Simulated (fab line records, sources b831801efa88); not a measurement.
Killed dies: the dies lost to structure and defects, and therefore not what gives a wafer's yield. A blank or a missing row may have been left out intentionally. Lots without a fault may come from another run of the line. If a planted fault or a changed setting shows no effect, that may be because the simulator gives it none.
Which tool did it? -- flow gf180mcu -- 14 lots, 42 wafers sampled, at 4 steps of a route of 602

## WHAT THE GAUGES READ, wafer by wafer
GF_HV_LDD_TW_MEAS_11. Usual: HV_LDD_TW typically reads 2397, with standard deviation 27.
lot,measured,on,HV_LDD_TW,flag
L736,day 10 07:53,film-metro-02,2367 2348 2360,
L737,day 10 15:20,film-metro-02,2359 2346 2360,
L738,day 10 15:39,film-metro-03,2389 2398 2403,
L739,day 10 21:46,film-metro-03,2391 2412 2413,
L740,day 11 02:19,film-metro-03,2405 2415 2409,
L742,day 12 04:14,film-metro-01,2425 2416 2413,
L741,day 12 04:32,film-metro-02,2362 2385 2361,
L746,day 13 09:55,film-metro-02,2371 2363 2366,
L748,day 13 17:37,film-metro-01,2440 2428 2425,
L749,day 13 18:13,film-metro-01,2438 2437 2436,
L750,day 14 11:18,film-metro-01,2430 2427 2431,
L753,day 15 17:03,film-metro-03,2397 2389 2395,
L755,day 15 17:14,film-metro-01,2412 2424 2421,
L758,day 16 20:56,film-metro-02,2358 2363 2374,

GF_HV_LDD_CD_MEAS_19 targets a cd of 400 nm. Usual: 399.6 nm for cd-nm, sd 2.5.
lot,measured,on,cd-nm (nm),flag
L736,day 11 01:49,cd-sem-02,402.7 399.1 401.1,
L737,day 11 09:24,cd-sem-01,400.0 397.8 398.9,
L738,day 11 09:26,cd-sem-02,400.7 400.9 399.0,
L739,day 11 16:44,cd-sem-02,398.0 395.9 397.5,
L740,day 11 20:50,cd-sem-02,401.0 400.4 401.7,
L742,day 12 22:13,cd-sem-01,402.0 402.3 402.4,
L741,day 12 22:37,cd-sem-01,402.2 401.9 401.8,
L746,day 14 04:53,cd-sem-01,403.1 403.5 403.3,
L748,day 14 12:32,cd-sem-02,398.7 399.9 397.9,
L749,day 14 13:16,cd-sem-01,400.3 399.0 402.1,
L750,day 15 07:19,cd-sem-01,402.0 402.1 403.2,
L753,day 16 14:54,cd-sem-01,398.9 397.5 397.2,
L755,day 16 15:01,cd-sem-02,398.2 400.8 400.0,
L758,day 17 18:49,cd-sem-02,398.7 398.8 398.2,

GF_HV_LDD_OVL_MEAS_20. Usual: HV_LDD_01_OVL typically reads 1.0 nm, with standard deviation 1.4.
lot,measured,on,HV_LDD_01_OVL (nm),flag
L736,day 11 01:55,overlay-01,1.2 1.4 1.1,
L737,day 11 09:31,overlay-02,1.8 1.1 2.7,
L738,day 11 09:33,overlay-01,-1.8 0.5 -1.4,
L739,day 11 16:51,overlay-01,2.1 2.7 2.5,
L740,day 11 20:56,overlay-02,-0.2 1.5 2.1,
L742,day 12 22:20,overlay-02,0.2 2.1 0.3,
L741,day 12 22:44,overlay-02,1.4 1.4 1.5,
L746,day 14 05:00,overlay-01,-0.6 2.6 0.6,
L748,day 14 12:39,overlay-02,51.0 53.5 52.3,OFF
L749,day 14 13:23,overlay-01,50.7 51.8 51.0,OFF
L750,day 15 07:25,overlay-02,2.5 1.4 1.3,
L753,day 16 14:59,overlay-01,3.8 1.0 0.1,
L755,day 16 15:08,overlay-02,0.0 -0.5 0.2,
L758,day 17 18:56,overlay-01,0.6 1.4 0.3,

## TOOL THAT RAN EACH LOT (tool first, then ch and the chambers of the sampled wafers, then the start)
lot,GF_HV_LDD_EXPOSE_16
L736,"iline-stepper-01 ch 0, day 10 16:52"
L737,"iline-stepper-02 ch 0, day 11 00:37"
L738,"iline-stepper-02 ch 0, day 11 00:44"
L739,"iline-stepper-01 ch 0, day 11 07:28"
L740,"iline-stepper-01 ch 0, day 11 11:29"
L742,"iline-stepper-02 ch 0, day 12 13:49"
L741,"iline-stepper-01 ch 0, day 12 14:03"
L746,"iline-stepper-02 ch 0, day 13 19:24"
L748,"iline-stepper-02 ch 0, day 14 03:19"
L749,"iline-stepper-02 ch 0, day 14 04:01"
L750,"iline-stepper-01 ch 0, day 14 20:49"
L753,"iline-stepper-01 ch 0, day 16 04:02"
L755,"iline-stepper-01 ch 0, day 16 04:08"
L758,"iline-stepper-01 ch 0, day 17 08:23"
- GF_HV_LDD_EXPOSE_16: exposes mask Pplus LV AREA, target cd 400 nm.

## WHAT THE TOOLS THEMSELVES READ (means of the sampled wafers that have a number; where no wafer has one, the mark that the record gives instead)
The record holds no such reading with a usual standard deviation.

## THE ANSWER, worked out from the rows above alone
Rule: a lot counts as off when the mean over its wafers that have a number is more than 3 standard deviations away from the usual mean. A lot without any number at a reading at which 4 lots or more have one is off too. All remaining lots with rows at the step are treated as sound. Order of review: gauges by route order, followed by the tools' own readings, for which a lot's mean as printed above is used. At the first step where some lot is off, the reading lying furthest off is the one used; lots without a number count as furthest.
Off: at GF_HV_LDD_OVL_MEAS_20 (HV_LDD_01_OVL), L748, L749.
A tool fits if, at a process step before that reading, it ran every lot that is off, and no sound lot after the first of them. Gauges at GF_HV_LDD_OVL_MEAS_20: tried the same way as those tools. One fits: GF_HV_LDD_EXPOSE_16 on iline-stepper-02. A fault onset in the window from L746 (day 13 19:24, its last sound lot) to L748 (day 14 03:19, its first lot off) fits.

## WHAT THE SIMULATOR HAD PUT IN
Scanner matching overlay: iline-stepper-02, from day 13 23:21 on, at GF_HV_LDD_EXPOSE_16. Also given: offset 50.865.
Lots struck among those shown: L748, L749. The rule given above showed the same thing.
